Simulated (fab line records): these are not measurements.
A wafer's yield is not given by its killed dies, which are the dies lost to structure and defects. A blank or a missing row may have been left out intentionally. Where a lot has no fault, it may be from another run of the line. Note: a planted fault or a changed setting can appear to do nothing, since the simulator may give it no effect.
What tool caused it? :: flow sky130 :: 17 wafers from 6 lots sampled at 4 of the route's 708 steps

== WHAT THE GAUGES READ, wafer by wafer ==
SKY_VT_ADJUST_HVTP_OVL_MEAS_08.
lot: L746
measured: day 9 19:55
on: overlay-02
VT_ADJUST_HVTP_OVL (nm): 1.6 1.3 2.3

lot: L751
measured: day 11 05:55
on: overlay-01
VT_ADJUST_HVTP_OVL (nm): 1.7 1.6 1.6

lot: L753
measured: day 11 15:10
on: overlay-02
VT_ADJUST_HVTP_OVL (nm): -0.6 0.1 -0.2

lot: L756
measured: day 12 07:46
on: overlay-02
VT_ADJUST_HVTP_OVL (nm): 2.4 2.0

== WHICH TOOL RAN EACH LOT (tool, then ch and the chambers of the sampled wafers, then the start) ==
lot: L738
SKY_FIELD_ISO_ETCH_15: rie-diel-02 ch 0,1, day 3 10:11
SKY_FIELD_ISO_STRIP_16: plasma-asher-02 ch 0,1, day 3 10:15
SKY_NWELL_STRIP_25: -

lot: L740
SKY_FIELD_ISO_ETCH_15: rie-diel-01 ch 1,3, day 3 20:34
SKY_FIELD_ISO_STRIP_16: plasma-asher-01 ch 1, day 3 20:37
SKY_NWELL_STRIP_25: -

lot: L746
SKY_FIELD_ISO_ETCH_15: rie-diel-01 ch 0,1,2, day 5 01:19
SKY_FIELD_ISO_STRIP_16: plasma-asher-02 ch 0,1, day 5 01:22
SKY_NWELL_STRIP_25: plasma-asher-04 ch 0,1, day 8 20:53

lot: L751
SKY_FIELD_ISO_ETCH_15: rie-diel-01 ch 0,1, day 6 05:44
SKY_FIELD_ISO_STRIP_16: plasma-asher-02 ch 0,1, day 6 05:48
SKY_NWELL_STRIP_25: plasma-asher-04 ch 0,1, day 10 05:14

lot: L753
SKY_FIELD_ISO_ETCH_15: rie-diel-01 ch 1,2,3, day 6 13:17
SKY_FIELD_ISO_STRIP_16: plasma-asher-01 ch 0,1, day 6 13:21
SKY_NWELL_STRIP_25: plasma-asher-03 ch 0,1, day 10 14:08

lot: L756
SKY_FIELD_ISO_ETCH_15: rie-diel-01 ch 0,1, day 7 03:41
SKY_FIELD_ISO_STRIP_16: plasma-asher-04 ch 1, day 7 03:47
SKY_NWELL_STRIP_25: plasma-asher-01 ch 0,1, day 11 05:43
- SKY_FIELD_ISO_ETCH_15: etches the open film in CHF3/O2, stops on Si, target depth 180 nm, time 72 s.
- SKY_FIELD_ISO_STRIP_16: strips in O2/N2.
- SKY_NWELL_STRIP_25: strips in O2/N2.

== THE ANSWER, worked out from the rows above alone ==
Rule: what is usual is taken from the lots themselves. The widest of any qualifying gaps counts: lots, ordered by their means at a reading, are off when they make up no more than a third of the lots, leave a main group of 4 or more, and stand apart from it by 3 or more times the standard deviation of that group's means. The tables above print the reading to a certain number of digits; a main group whose means all agree to those digits is not used. Also off: a lot with no number at a reading for which 4 or more lots have one. Any other lot the step has rows for is counted as sound.
Nothing can be told from this: no lot is off at any reading shown.

== WHAT WAS PUT IN BY THE SIMULATOR ==
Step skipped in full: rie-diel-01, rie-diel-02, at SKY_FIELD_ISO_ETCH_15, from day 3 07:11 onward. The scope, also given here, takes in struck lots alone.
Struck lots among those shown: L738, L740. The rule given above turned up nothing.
